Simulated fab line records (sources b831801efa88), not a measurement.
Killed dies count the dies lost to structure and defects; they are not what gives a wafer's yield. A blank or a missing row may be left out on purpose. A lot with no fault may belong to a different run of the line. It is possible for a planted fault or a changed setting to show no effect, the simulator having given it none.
8D (eight disciplines) problem report, filled in by code :: flow gf180mcu :: the parts of the form that need people (team, actions taken, sign-off) are left out

== 1. THE ISSUE ==
Mean of stripTimeToEndpointS at GF_STI_STRIP_15: 2.85 s across 3 wafers in 2 lots; on wafers with no fault it is 3.74 s (standard deviation 0.038). That puts it -23 standard deviations away from the usual mean.
The step: strips in O2/N2.
First observed at day 4 15:25: wafer L995.1, on plasmaAsher-03. The record holds 37 wafers of 13 lots with a number at this step. Rule for "out" (also "out of limits"): further than 4 standard deviations from the usual mean. Any other wafer with a number is counted as sound.

== 2. WHAT THIS IS AND IS NOT ==
question: which readings at this step
is: stripTimeToEndpointS, oesProductAu
is not: drypumpMotorCurrentA, heaterPowerW, platenTempC

question: which lots
is: L995, L997
is not: L103, L104, L105, L106, L983, L988, L989, L990, L991, L992, L996

question: which wafers of those lots
is: L995.1, L995.4, L997.4
is not: L997.6

question: read on which tools
is: plasmaAsher-03
is not: plasmaAsher-01, plasmaAsher-04

question: when
is: from day 4 15:25
is not: up to then (18 sound wafers); but 16 sound wafers of L103, L104, L105, L106, L996, L997 came after

== 3. SUSPECTS, AND WHAT RULES EACH OUT ==
Counting: any tool at a process step up to the reading remains a suspect provided it ran every lot that is out. Sound lots after the first of them don't rule it out here, since some wafers of a struck lot are sound.
- rieDiel-03 at GF_STI_ETCH_13 (etches the open film in CHF3/O2, stops on Si, target depth 282.31 nm, time 112.9 s): kept. Ran every lot that is out, first one L995 (day 4 15:15); last sound lot up to then L992 (day 3 23:51).
- plasmaAsher-03 at GF_STI_STRIP_15 (strips in O2/N2): kept. Ran every lot that is out, first one L995 (day 4 15:25); last sound lot up to then L992 (day 4 00:01). Out on those wafers are its own readings of oesProductAu, stripTimeToEndpointS.
Left after counting: rieDiel-03 at GF_STI_ETCH_13, plasmaAsher-03 at GF_STI_STRIP_15.

== 4. THE CAUSE (what the simulator had put in) ==
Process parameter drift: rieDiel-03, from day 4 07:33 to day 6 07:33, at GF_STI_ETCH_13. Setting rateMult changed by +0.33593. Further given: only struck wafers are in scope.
2 suspects survive the count, and this tool is in that group.

== 5. SEQUENCE OF EFFECTS, ordered by route ==
Rows list readings where the struck wafers' mean (over those with a number) sits beyond 3 standard deviations from the usual. Only readings for which the record gives a usual standard deviation are gone through. hours: the time from each lot's start at the first step in this table that gives one to its start at this step, as a median over the lots. sigmas: the change in usual standard deviations.
hours: 0
step: GF_STI_STRIP_15
reading: oesProductAu
usual: 0.384 a.u.
on struck wafers: 0.347
change: -0.037
sigmas: -7.6

hours: 0
step: GF_STI_STRIP_15
reading: stripTimeToEndpointS
usual: 3.74 s
on struck wafers: 2.85
change: -0.89
sigmas: -23
The process steps in it:
- GF_STI_STRIP_15: strips in O2/N2.
Later steps that measure or inspect, where all struck wafers having a row at the step show a number for every such reading and not one has moved that far: GF_MVPSD_OVL_MEAS_07, GF_HV_LDD_TW_MEAS_11, GF_HV_LDD_TW_MEAS_50.

== 6. WHAT WOULD HAVE CAUGHT IT SOONER ==
The fault began at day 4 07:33; the first out-of-limits reading in this record came at day 4 15:25, 8 hours later.
No tool reading at GF_STI_ETCH_13 that has a usual standard deviation in the record was out on any struck wafer, so an alarm limit of 4 standard deviations on those readings would not have fired.
L997, from the lots that are out (2), started GF_STI_ETCH_13 on rieDiel-03 later than day 4 15:25. Had the tool been put on hold then, it would have been spared.
